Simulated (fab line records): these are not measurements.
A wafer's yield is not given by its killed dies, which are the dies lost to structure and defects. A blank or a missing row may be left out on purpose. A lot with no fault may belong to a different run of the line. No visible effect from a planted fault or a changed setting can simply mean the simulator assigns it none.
What tool caused it? + flow gf180mcu + Sampling: 11 lots, 33 wafers, 3 of 602 route steps

## WHAT EACH GAUGE READ, for each wafer
GF_PSD_RS_MEAS_14: the measuring method here is four-point-probe.
| lot  | measured     | on            | NSD_RS (ohm/sq)   |
|------|--------------|---------------|-------------------|
| L183 | day 14 06:30 | film-metro-01 | 46.14 46.09 46.06 |
| L182 | day 14 07:29 | film-metro-02 | 46.03 46.00 46.06 |
| L184 | day 14 17:56 | film-metro-01 | 46.10 45.97 46.05 |
| L185 | day 14 23:45 | film-metro-02 | 46.28 46.09 46.15 |
| L186 | day 15 06:05 | film-metro-03 | 45.99 45.99 45.98 |
| L187 | day 15 13:09 | film-metro-02 | 46.06 45.99 46.14 |
| L189 | day 16 23:40 | film-metro-03 | 46.03 46.04 46.02 |
| L194 | day 18 13:26 | film-metro-03 | 45.97 46.07 46.01 |
| L195 | day 18 22:50 | film-metro-02 | - - -             |
| L196 | day 19 08:29 | film-metro-01 | - - -             |
| L197 | day 19 09:55 | film-metro-01 | - - -             |

## WHAT TOOL EACH LOT RAN ON (gives the tool, then ch and the chambers of the sampled wafers, and finally the start)
| lot  | GF_NSD_IMPLANT_09               | GF_NSD_STRIP_11                      |
|------|---------------------------------|--------------------------------------|
| L183 | implanter-04 ch 0, day 13 09:40 | plasma-asher-02 ch 1, day 13 09:56   |
| L182 | implanter-02 ch 0, day 13 10:35 | plasma-asher-04 ch 0,1, day 13 10:52 |
| L184 | implanter-04 ch 0, day 13 19:38 | plasma-asher-02 ch 0,1, day 13 19:56 |
| L185 | implanter-01 ch 0, day 14 02:08 | plasma-asher-02 ch 0,1, day 14 02:26 |
| L186 | implanter-04 ch 0, day 14 07:37 | plasma-asher-02 ch 0,1, day 14 07:53 |
| L187 | implanter-01 ch 0, day 14 15:28 | plasma-asher-03 ch 0,1, day 14 15:44 |
| L189 | implanter-04 ch 0, day 16 00:20 | plasma-asher-03 ch 0,1, day 16 00:37 |
| L194 | implanter-04 ch 0, day 17 13:14 | plasma-asher-03 ch 0,1, day 17 13:32 |
| L195 | implanter-02 ch 0, day 17 22:02 | plasma-asher-04 ch 0,1, day 17 22:20 |
| L196 | implanter-02 ch 0, day 18 06:53 | plasma-asher-04 ch 0,1, day 18 07:10 |
| L197 | implanter-04 ch 0, day 18 09:01 | plasma-asher-02 ch 0, day 18 09:17   |
- GF_NSD_IMPLANT_09
- GF_NSD_STRIP_11: strips in O2/N2.

## THE ANSWER, worked out from the rows above alone
Rule: the lots themselves supply what counts as usual. Put in order of their means at a reading, lots are off if they are a third of the lots or fewer, leave a main group of 4 or more, and stand apart from it by a gap of 3 or more times the standard deviation of the main group's means; of several such gaps the widest counts. A main group whose means are all the same, to the digits that the tables above print for the reading, isn't used. A lot without any number at a reading at which 4 lots or more have one is off too. Where the step has rows for the other lots, those lots are counted as sound.
Off: L195, L196, L197, seen at GF_PSD_RS_MEAS_14 (NSD_RS). Without a number there: L195, L196, L197. Main group: mean 46.05 ohm/sq, sd 0.054.
A tool fits if, at a process step before that reading, it ran every lot that is off, and no sound lot after the first of them. The gauges at GF_PSD_RS_MEAS_14 are tried like those tools. Not one of the candidates tried fits.

## WHAT WAS PUT IN BY THE SIMULATOR
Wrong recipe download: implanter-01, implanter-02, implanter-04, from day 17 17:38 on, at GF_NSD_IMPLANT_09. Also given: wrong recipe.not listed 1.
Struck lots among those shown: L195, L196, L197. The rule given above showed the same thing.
